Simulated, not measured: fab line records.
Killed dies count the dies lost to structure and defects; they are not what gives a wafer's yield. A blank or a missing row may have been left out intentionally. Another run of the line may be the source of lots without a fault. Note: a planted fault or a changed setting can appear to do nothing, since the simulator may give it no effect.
Which tool was responsible? :: flow sky130 :: 36 wafers from 12 lots sampled at 6 of the route's 708 steps

WHAT THE GAUGES READ, wafer by wafer
SKY_FIELD_ISO_CD_MEAS_13: target cd 150 nm.
lot: L112
measured: day 2 07:56
on: cdSem-01
cdNm (nm): 149.7 149.6 149.1

lot: L114
measured: day 2 15:55
on: cdSem-02
cdNm (nm): 147.3 148.8 148.2

lot: L115
measured: day 2 20:08
on: cdSem-01
cdNm (nm): 151.1 152.1 149.3

lot: L117
measured: day 3 08:50
on: cdSem-01
cdNm (nm): 149.1 149.3 149.4

lot: L119
measured: day 3 22:01
on: cdSem-02
cdNm (nm): 149.8 151.4 150.1

lot: L121
measured: day 4 08:30
on: cdSem-01
cdNm (nm): 148.5 147.5 148.8

lot: L125
measured: day 5 00:12
on: cdSem-02
cdNm (nm): 153.3 151.3 150.5

lot: L126
measured: day 5 05:37
on: cdSem-01
cdNm (nm): 149.9 151.1 151.7

lot: L132
measured: day 6 13:55
on: cdSem-01
cdNm (nm): 149.1 150.1 150.1

lot: L133
measured: day 6 17:37
on: cdSem-02
cdNm (nm): 149.9 150.9 149.2

lot: L134
measured: day 7 00:40
on: cdSem-01
cdNm (nm): 153.2 154.1 155.0

lot: L135
measured: day 7 05:55
on: cdSem-01
cdNm (nm): 147.7 148.1 148.7

SKY_FIELD_ISO_THK_MEAS_23.
lot: L112
measured: day 2 09:52
on: filmMetro-02
FIELD_ISO_OXIDATION_01_THK (nm): 10.21 10.12 10.17

lot: L114
measured: day 2 22:14
on: filmMetro-02
FIELD_ISO_OXIDATION_01_THK (nm): 9.82 9.68 9.76

lot: L115
measured: day 2 22:16
on: filmMetro-01
FIELD_ISO_OXIDATION_01_THK (nm): 9.75 9.74 9.80

lot: L117
measured: day 3 12:17
on: filmMetro-01
FIELD_ISO_OXIDATION_01_THK (nm): 9.97 10.05 9.91

lot: L119
measured: day 4 00:17
on: filmMetro-01
FIELD_ISO_OXIDATION_01_THK (nm): 9.87 9.90 10.06

lot: L121
measured: day 4 10:25
on: filmMetro-03
FIELD_ISO_OXIDATION_01_THK (nm): 9.65 9.51 9.61

lot: L125
measured: day 5 02:01
on: filmMetro-01
FIELD_ISO_OXIDATION_01_THK (nm): 9.70 9.74 9.42

lot: L126
measured: day 5 10:59
on: filmMetro-03
FIELD_ISO_OXIDATION_01_THK (nm): 10.31 10.08 10.08

lot: L132
measured: day 6 16:51
on: filmMetro-03
FIELD_ISO_OXIDATION_01_THK (nm): 9.95 9.91 9.78

lot: L133
measured: day 6 19:32
on: filmMetro-03
FIELD_ISO_OXIDATION_01_THK (nm): 9.48 9.49 9.62

lot: L134
measured: day 7 02:30
on: filmMetro-01
FIELD_ISO_OXIDATION_01_THK (nm): 10.16 9.95 9.91

lot: L135
measured: day 7 08:09
on: filmMetro-03
FIELD_ISO_OXIDATION_01_THK (nm): 9.96 10.06 10.11

SKY_PWDE_TW_MEAS_10.
lot: L112
measured: day 4 03:43
on: filmMetro-03
PWDE_TW: 380 379 382

lot: L114
measured: day 4 19:42
on: filmMetro-03
PWDE_TW: 379 379 378

lot: L115
measured: day 4 19:03
on: filmMetro-03
PWDE_TW: 378 378 376

lot: L117
measured: day 5 08:15
on: filmMetro-03
PWDE_TW: 375 377 376

lot: L119
measured: day 5 16:25
on: filmMetro-03
PWDE_TW: 387 388 386

lot: L121
measured: day 6 02:26
on: filmMetro-01
PWDE_TW: 381 383 382

lot: L125
measured: day 6 17:34
on: filmMetro-03
PWDE_TW: 376 375 375

lot: L126
measured: day 7 06:51
on: filmMetro-04
PWDE_TW: 378 379 377

lot: L132
measured: day 8 15:52
on: filmMetro-04
PWDE_TW: 375 377 374

lot: L133
measured: day 8 18:39
on: filmMetro-03
PWDE_TW: 377 377 376

lot: L134
measured: day 9 00:29
on: filmMetro-01
PWDE_TW: 372 370 368

lot: L135
measured: day 9 05:20
on: filmMetro-01
PWDE_TW: 369 370 371

SKY_NWELL_RS_MEAS_31: a four-point-probe measurement.
lot: L112
measured: day 5 15:40
on: filmMetro-03
PWDE_RS (ohm/sq): 5265 5259 5265

lot: L114
measured: day 6 09:04
on: filmMetro-01
PWDE_RS (ohm/sq): 5250 5254 5242

lot: L115
measured: day 6 08:04
on: filmMetro-03
PWDE_RS (ohm/sq): 5262 5263 5268

lot: L117
measured: day 6 21:46
on: filmMetro-04
PWDE_RS (ohm/sq): 5278 5262 5268

lot: L119
measured: day 7 05:44
on: filmMetro-03
PWDE_RS (ohm/sq): 4895 4884 4894

lot: L121
measured: day 7 18:34
on: filmMetro-01
PWDE_RS (ohm/sq): 4886 4875 4876

lot: L125
measured: day 8 09:59
on: filmMetro-01
PWDE_RS (ohm/sq): 5246 5271 5266

lot: L126
measured: day 9 01:13
on: filmMetro-04
PWDE_RS (ohm/sq): 5305 5297 5287

lot: L132
measured: day 10 12:25
on: filmMetro-03
PWDE_RS (ohm/sq): 5255 5245 5256

lot: L133
measured: day 10 15:37
on: filmMetro-04
PWDE_RS (ohm/sq): 5274 5280 5269

lot: L134
measured: day 10 22:11
on: filmMetro-04
PWDE_RS (ohm/sq): 5265 5284 5281

lot: L135
measured: day 11 02:31
on: filmMetro-04
PWDE_RS (ohm/sq): 5252 5270 5246

SKY_SONOS_TUNNEL_OVL_MEAS_08.
lot: L112
measured: day 11 18:01
on: overlay-02
SONOS_TUNNEL_OVL (nm): -0.4 -1.7 -1.2

lot: L114
measured: day 12 19:03
on: overlay-02
SONOS_TUNNEL_OVL (nm): 1.1 0.3 2.6

lot: L115
measured: day 12 16:28
on: overlay-01
SONOS_TUNNEL_OVL (nm): 1.9 0.3 0.6

lot: L117
measured: day 13 09:57
on: overlay-02
SONOS_TUNNEL_OVL (nm): 0.7 0.8 -0.2

lot: L119
measured: day 13 22:49
on: overlay-02
SONOS_TUNNEL_OVL (nm): -1.4 -1.3 -1.5

lot: L121
measured: day 14 15:45
on: overlay-02
SONOS_TUNNEL_OVL (nm): 2.0 1.8 1.5

lot: L125
measured: day 15 12:19
on: overlay-02
SONOS_TUNNEL_OVL (nm): -2.6 -1.3 -0.7

lot: L126
measured: day 16 09:33
on: overlay-02
SONOS_TUNNEL_OVL (nm): 0.4 0.9 1.2

lot: L132
measured: day 18 07:09
on: overlay-02
SONOS_TUNNEL_OVL (nm): -0.8 -1.5 0.2

lot: L133
measured: day 18 11:03
on: overlay-01
SONOS_TUNNEL_OVL (nm): 3.1 3.5 4.2

lot: L134
measured: day 18 18:54
on: overlay-02
SONOS_TUNNEL_OVL (nm): -0.7 0.4 -0.2

lot: L135
measured: day 19 02:16
on: overlay-02
SONOS_TUNNEL_OVL (nm): -1.3 -1.1 -1.8

EACH LOT AND THE TOOL THAT RAN IT (in order: tool; ch and the chambers of the sampled wafers; start)
lot: L112
SKY_PWDE_IMPLANT_08: implanter-03 ch 0, day 4 03:28

lot: L114
SKY_PWDE_IMPLANT_08: implanter-01 ch 0, day 4 19:27

lot: L115
SKY_PWDE_IMPLANT_08: implanter-02 ch 0, day 4 18:51

lot: L117
SKY_PWDE_IMPLANT_08: implanter-03 ch 0, day 5 08:00

lot: L119
SKY_PWDE_IMPLANT_08: implanter-02 ch 0, day 5 16:12

lot: L121
SKY_PWDE_IMPLANT_08: implanter-02 ch 0, day 6 02:12

lot: L125
SKY_PWDE_IMPLANT_08: implanter-03 ch 0, day 6 17:20

lot: L126
SKY_PWDE_IMPLANT_08: implanter-03 ch 0, day 7 06:36

lot: L132
SKY_PWDE_IMPLANT_08: implanter-01 ch 0, day 8 15:37

lot: L133
SKY_PWDE_IMPLANT_08: implanter-02 ch 0, day 8 18:24

lot: L134
SKY_PWDE_IMPLANT_08: implanter-02 ch 0, day 9 00:15

lot: L135
SKY_PWDE_IMPLANT_08: implanter-02 ch 0, day 9 05:07
- SKY_PWDE_IMPLANT_08

AS READ BY THE TOOLS THEMSELVES (means over the sampled wafers that have a number; for cases with no such wafer, the mark the record gives instead)
SKY_PWDE_IMPLANT_08.
lot: L112
tool: implanter-03
doseIonsCm2: 3.6e+12
faradayCurrentUA: 20.6

lot: L114
tool: implanter-01
doseIonsCm2: 3.6e+12
faradayCurrentUA: 20.3

lot: L115
tool: implanter-02
doseIonsCm2: 3.6e+12
faradayCurrentUA: 20.2

lot: L117
tool: implanter-03
doseIonsCm2: 3.6e+12
faradayCurrentUA: 20.1

lot: L119
tool: implanter-02
doseIonsCm2: 4.0e+12
faradayCurrentUA: 22.6

lot: L121
tool: implanter-02
doseIonsCm2: 4.0e+12
faradayCurrentUA: 22.3

lot: L125
tool: implanter-03
doseIonsCm2: 3.6e+12
faradayCurrentUA: 20.4

lot: L126
tool: implanter-03
doseIonsCm2: 3.6e+12
faradayCurrentUA: 19.9

lot: L132
tool: implanter-01
doseIonsCm2: 3.6e+12
faradayCurrentUA: 20.8

lot: L133
tool: implanter-02
doseIonsCm2: 3.6e+12
faradayCurrentUA: 20.4

lot: L134
tool: implanter-02
doseIonsCm2: 3.6e+12
faradayCurrentUA: 20.5

lot: L135
tool: implanter-02
doseIonsCm2: 3.6e+12
faradayCurrentUA: 20.5

THE ANSWER, worked out from the rows above alone
Rule: the usual values come from the lots themselves. Put in order of their means at a reading, lots are off if they are a third of the lots or fewer, leave a main group of 4 or more, and stand apart from it by a gap of 3 or more times the standard deviation of the main group's means; of several such gaps the widest counts. A main group whose means are all the same, to the digits that the tables above print for the reading, isn't used. Also off: a lot with no number at a reading for which 4 or more lots have one. Where the step has rows for the other lots, those lots are counted as sound. Order of review: gauges by route order, followed by the tools' own readings, for which a lot's mean as printed above is used. The first step at which some lot is off is used, and at that step the reading that is off furthest; a lot without a number counts as furthest.
Off: at SKY_NWELL_RS_MEAS_31 (PWDE_RS), L119, L121. Main group: mean 5266 ohm/sq, sd 13.
A tool fits if, at a process step before that reading, it ran every lot that is off, and no sound lot after the first of them. Not tried: the gauges at SKY_NWELL_RS_MEAS_31; whatever is off there is also off at SKY_PWDE_IMPLANT_08, on other tools, and gauge error can't account for it. Not one of the candidates tried fits.

WHAT WAS PUT IN BY THE SIMULATOR
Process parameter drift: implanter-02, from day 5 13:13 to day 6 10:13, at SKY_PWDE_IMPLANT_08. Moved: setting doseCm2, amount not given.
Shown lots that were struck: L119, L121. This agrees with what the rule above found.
